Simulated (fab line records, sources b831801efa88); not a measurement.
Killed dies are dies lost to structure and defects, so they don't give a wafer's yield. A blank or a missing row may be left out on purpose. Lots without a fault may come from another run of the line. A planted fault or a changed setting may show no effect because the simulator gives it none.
Which tool did it? | flow sky130 | 11 lots, 33 wafers sampled, at 4 steps of a route of 708

WHAT THE GAUGES READ, wafer by wafer
SKY_METAL2_OVL_MEAS_16.
lot  | measured     | on         | METAL2_OVL (nm)
L626 | day 35 08:11 | overlay-01 | -5 1 -10
L628 | day 35 21:08 | overlay-01 | 4 3 0
L629 | day 36 02:02 | overlay-01 | -6 -3 -1
L631 | day 36 19:17 | overlay-02 | 1 1 0
L634 | day 37 22:37 | overlay-01 | 3 -9 0
L638 | day 38 21:56 | overlay-02 | -4 -6 -6
L640 | day 39 21:15 | overlay-01 | 0 -1 0
L641 | day 40 07:23 | overlay-01 | -12 -10 -7
L647 | day 41 11:08 | overlay-01 | -9 -2 -5
L648 | day 41 18:41 | overlay-01 | -6 1 -5
L649 | day 41 19:54 | overlay-01 | 0 -11 -14

WHICH TOOL RAN EACH LOT (tool, then ch and the chambers of the sampled wafers, then the start)
lot  | SKY_POLY_GATE_ETCH_17            | SKY_CONTACT_STRIP_19                 | SKY_VIA1_STRIP_16
L626 | rie_si-01 ch 0,1,3, day 16 12:47 | plasma_asher-04 ch 0,1, day 31 18:42 | plasma_asher-02 ch 0,1, day 34 03:42
L628 | rie_si-02 ch 0,1,2, day 17 02:30 | plasma_asher-04 ch 0,1, day 32 08:32 | plasma_asher-02 ch 0,1, day 34 16:59
L629 | rie_si-01 ch 1,2,3, day 17 10:38 | plasma_asher-02 ch 0,1, day 32 13:26 | plasma_asher-03 ch 0,1, day 34 22:11
L631 | rie_si-02 ch 0,1,3, day 18 04:50 | plasma_asher-04 ch 0,1, day 33 07:02 | plasma_asher-02 ch 1, day 35 15:38
L634 | rie_si-02 ch 0,1,2, day 19 05:00 | plasma_asher-04 ch 0,1, day 34 11:33 | plasma_asher-03 ch 0,1, day 36 19:06
L638 | rie_si-02 ch 0,1,2, day 20 20:08 | plasma_asher-01 ch 0,1, day 35 12:00 | plasma_asher-03 ch 0,1, day 37 18:50
L640 | rie_si-02 ch 0,1,3, day 21 22:17 | plasma_asher-01 ch 0,1, day 36 11:00 | plasma_asher-04 ch 0,1, day 38 18:42
L641 | rie_si-01 ch 0,2,3, day 22 08:35 | plasma_asher-01 ch 0,1, day 36 22:14 | plasma_asher-04 ch 0,1, day 39 05:18
L647 | rie_si-01 ch 0,1, day 24 01:33   | plasma_asher-01 ch 0,1, day 38 04:18 | plasma_asher-04 ch 0,1, day 40 08:45
L648 | rie_si-02 ch 0,1,3, day 24 08:38 | plasma_asher-04 ch 1, day 38 11:30   | plasma_asher-04 ch 0,1, day 40 16:27
L649 | rie_si-01 ch 0,1,3, day 24 12:38 | plasma_asher-02 ch 0,1, day 38 13:44 | plasma_asher-02 ch 0,1, day 40 19:01
- SKY_POLY_GATE_ETCH_17: etches poly-Si in HBr/Cl2, stops on SiO2, target depth 180 nm, time 70.5 s.
- SKY_CONTACT_STRIP_19: strips in O2/N2.
- SKY_VIA1_STRIP_16: strips in O2/N2.

WHAT THE TOOLS THEMSELVES READ (means of the sampled wafers that have a number; where no wafer has one, the mark that the record gives instead)
SKY_POLY_GATE_ETCH_17.
lot  | tool      | chamber_pressure_mTorr (mTorr) | drypump_motor_current_A (A) | oes_product_au (a.u.) | rf_fwd_power_W (W) | throttle_valve_pct (%)
L626 | rie_si-01 | 9.997                          | 5.3                         | 0.987                 | 397.4              | 33.689
L628 | rie_si-02 | 9.994                          | 5.8                         | 0.996                 | 397.3              | 33.687
L629 | rie_si-01 | 10.010                         | 5.3                         | 0.987                 | 396.1              | 33.685
L631 | rie_si-02 | 10.006                         | 5.8                         | 0.986                 | 396.7              | 33.681
L634 | rie_si-02 | 10.006                         | 5.8                         | 0.992                 | 396.7              | 33.680
L638 | rie_si-02 | 9.998                          | 5.9                         | 0.998                 | 396.0              | 33.679
L640 | rie_si-02 | 10.001                         | 5.8                         | 0.994                 | 396.0              | 33.687
L641 | rie_si-01 | 9.996                          | 5.5                         | 0.983                 | 398.1              | 33.693
L647 | rie_si-01 | 10.003                         | 5.2                         | 0.985                 | 397.7              | 33.676
L648 | rie_si-02 | 10.005                         | 5.8                         | 0.993                 | 396.8              | 33.679
L649 | rie_si-01 | 10.001                         | 5.3                         | 0.996                 | 397.2              | 33.692

SKY_CONTACT_STRIP_19.
lot  | tool            | chamber_pressure_mTorr (mTorr) | drypump_motor_current_A (A) | oes_product_au (a.u.) | strip_time_to_endpoint_s (s)
L626 | plasma_asher-04 | 1499.0                         | 5.2                         | 0.378                 | 3.604
L628 | plasma_asher-04 | 1500.8                         | 5.1                         | 0.379                 | 3.616
L629 | plasma_asher-02 | 1500.5                         | 6.2                         | 0.374                 | 3.580
L631 | plasma_asher-04 | 1499.8                         | 5.1                         | 0.381                 | 3.610
L634 | plasma_asher-04 | 1500.1                         | 5.1                         | 0.379                 | 3.643
L638 | plasma_asher-01 | 1499.7                         | 5.7                         | 0.379                 | 3.599
L640 | plasma_asher-01 | 1498.9                         | 5.7                         | 0.376                 | 3.609
L641 | plasma_asher-01 | 1499.6                         | 5.7                         | 0.375                 | 3.627
L647 | plasma_asher-01 | 1499.6                         | 5.7                         | 0.380                 | 3.618
L648 | plasma_asher-04 | 1501.1                         | 5.4                         | 0.377                 | 3.594
L649 | plasma_asher-02 | 1499.9                         | 6.2                         | 0.380                 | 3.597

SKY_VIA1_STRIP_16.
lot  | tool            | chamber_pressure_mTorr (mTorr) | drypump_motor_current_A (A) | oes_product_au (a.u.) | strip_time_to_endpoint_s (s)
L626 | plasma_asher-02 | 1499.0                         | 6.2                         | 0.422                 | 4.462
L628 | plasma_asher-02 | 1500.3                         | 6.3                         | 0.416                 | 4.451
L629 | plasma_asher-03 | 1500.8                         | 6.1                         | 0.417                 | 4.467
L631 | plasma_asher-02 | 1500.0                         | 6.2                         | 0.416                 | 4.468
L634 | plasma_asher-03 | 1500.3                         | 6.1                         | 0.413                 | 4.447
L638 | plasma_asher-03 | 1499.5                         | 6.1                         | 0.417                 | 4.450
L640 | plasma_asher-04 | 1500.6                         | 5.1                         | 0.415                 | 4.430
L641 | plasma_asher-04 | 1501.4                         | 5.3                         | 0.416                 | 4.429
L647 | plasma_asher-04 | 1498.9                         | 5.1                         | 0.413                 | 4.458
L648 | plasma_asher-04 | 1500.3                         | 5.1                         | 0.420                 | 4.454
L649 | plasma_asher-02 | 1498.8                         | 6.3                         | 0.415                 | 4.432

THE ANSWER, worked out from the rows above alone
Rule: what is usual is taken from the lots themselves. Put in order of their means at a reading, lots are off if they are a third of the lots or fewer, leave a main group of 4 or more, and stand apart from it by a gap of 3 or more times the standard deviation of the main group's means; of several such gaps the widest counts. A main group whose means are all the same, to the digits that the tables above print for the reading, isn't used. A lot without any number at a reading at which 4 lots or more have one is off too. The other lots that the step has rows for count as sound. The gauges are gone through in route order, then the tools' own readings, and for those a lot's mean is taken as printed above. The first step at which some lot is off is used, and at that step the reading that is off furthest; a lot without a number counts as furthest.
No lot is off at any reading shown: from this, nothing can be told.

WHAT THE SIMULATOR HAD PUT IN
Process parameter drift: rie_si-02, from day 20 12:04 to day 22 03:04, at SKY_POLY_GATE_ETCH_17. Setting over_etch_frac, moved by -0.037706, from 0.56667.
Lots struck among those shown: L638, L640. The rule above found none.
